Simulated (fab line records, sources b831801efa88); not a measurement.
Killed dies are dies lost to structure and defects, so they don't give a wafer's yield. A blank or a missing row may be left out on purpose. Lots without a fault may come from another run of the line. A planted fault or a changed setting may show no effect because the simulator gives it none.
A struck lot beside a sound one | flow sky130 | 16 steps out of a route of 708
Sound: wafers L258.2, L258.4, L258.6. Struck: wafers L260.1, L260.6. The cause comes at the end.
At each step with rows: each side's tool, then ch and its chambers, then its first start. Under that, the readings that differ: sound wafers | struck wafers | difference of the means | sigmas: that difference in standard deviations of wafers without a fault.
alike: readings whose means differ by less than 2 such deviations, and words and numbers that are the same on both sides. not compared: withheld readings, readings that some wafer has no value for, bounds like >300 that may hide the same value, and numbers for which the record gives no deviation and whose values overlap.
The two part at a step that has a row with sigmas, a row that says differs or no value, or rows on one side only. Numbers that don't overlap but have no deviation are shown without sigmas and don't part them. A reading that every wafer of one side lacks parts them only if that side has two wafers or more.

first, 9 steps without rows for these wafers: SKY_CAP2M_CLEAN_17 (cleans in O3/DIW); SKY_METAL4_DEHYDRATE_05 (time 60 s); SKY_METAL4_HMDS_06 (prime time 60 s); SKY_METAL4_COAT_07 (resist thk 60 nm); SKY_METAL4_COAT_08 (resist thk 1140 nm); SKY_METAL4_SOFTBAKE_09 (time 90 s); SKY_METAL4_EXPOSE_10 (exposes mask MM4, target cd 300 nm); SKY_METAL4_PEB_11; SKY_METAL4_DEVELOP_12 (develop time 60 s).
SKY_METAL4_CD_MEAS_13: target cd 300 nm.
  sound on cd_sem-02, day 42 17:41; struck on cd_sem-02, day 43 05:55
  alike: cd_nm
SKY_METAL4_OVL_MEAS_14:
  sound on overlay-01, day 42 17:47; struck on overlay-02, day 43 06:02
  alike: METAL4_OVL
SKY_METAL4_DESCUM_15: chemistry O2, time 8 s.
  sound on rie_metal-01 ch 0,1, day 42 17:49; struck on rie_metal-01 ch 0, day 43 06:04
  alike: drypump_motor_current_A, oes_product_au, rf_fwd_power_W
  not compared: rf_hours_counter_h
SKY_METAL4_ETCH_16: etches BARC in N2/H2, stops on SiO2, time 88.2 s, target depth 60 nm.
  sound on rie_metal-01 ch 0,1, day 42 17:51; struck on rie_metal-01 ch 0, day 43 06:06
  reading                                       | sound             | struck      | difference | sigmas
  model.KrF-thick_of_METAL4_COAT_08.thk_nm (nm) | 1075 1074 1077    | 1086 1082   | +9         |
  model.METAL4.cd_nm (nm)                       | 301.5 302.2 302.4 | 305.5 305.2 | +3.3       |
  alike: drypump_motor_current_A, h2_flow_sccm, oes_product_au, rf_fwd_power_W, throttle_valve_pct
  not compared: rf_hours_counter_h
SKY_METAL4_ETCH_17: etches SiO2 in C4F8/O2/Ar, stops on TiN, time 3.9 s, target depth 15 nm.
  sound on rie_diel-02 ch 2,3, day 42 17:57; struck on rie_diel-02 ch 0,3, day 43 06:12
  reading                 | sound             | struck      | difference | sigmas
  model.METAL4.cd_nm (nm) | 301.6 302.2 302.3 | 305.5 305.3 | +3.4       |
  alike: oes_product_au, rf_fwd_power_W
  not compared: rf_hours_counter_h
SKY_METAL4_METAL_ETCH_18: etches the open film in Cl2/BCl3, stops on SiO2, target depth 845 nm, time 183.1 s.
  sound on rie_metal-04 ch 0,1, day 42 17:58; struck on rie_metal-04 ch 0, day 43 06:13
  alike: drypump_motor_current_A, oes_product_au, rf_fwd_power_W, throttle_valve_pct
  not compared: rf_hours_counter_h
-- the record jumps here: 4 days lie between the struck wafers' starts before and after (it left off in module METAL4 and takes up again in module PAD_OPEN, whose first step shown is number 708 of the route) --
SKY_PAD_OPEN_PROBE_99:
  sound on prober-01, day 46 15:18; struck on prober-01, day 47 02:16
  alike: defect_limited_yield, killed_at_M0_to_M3, killed_at_M4_up, killed_at_contacts, killed_at_front_end, killed_at_other, killed_dies, killed_open, killed_short, sort_bin_3_pad_short, sort_bin_5_function, sort_bin_6_memory, sort_n_pass, sort_yield_pct

WHERE THEY PART
Nowhere in this record.

WHY: what the simulator had put in
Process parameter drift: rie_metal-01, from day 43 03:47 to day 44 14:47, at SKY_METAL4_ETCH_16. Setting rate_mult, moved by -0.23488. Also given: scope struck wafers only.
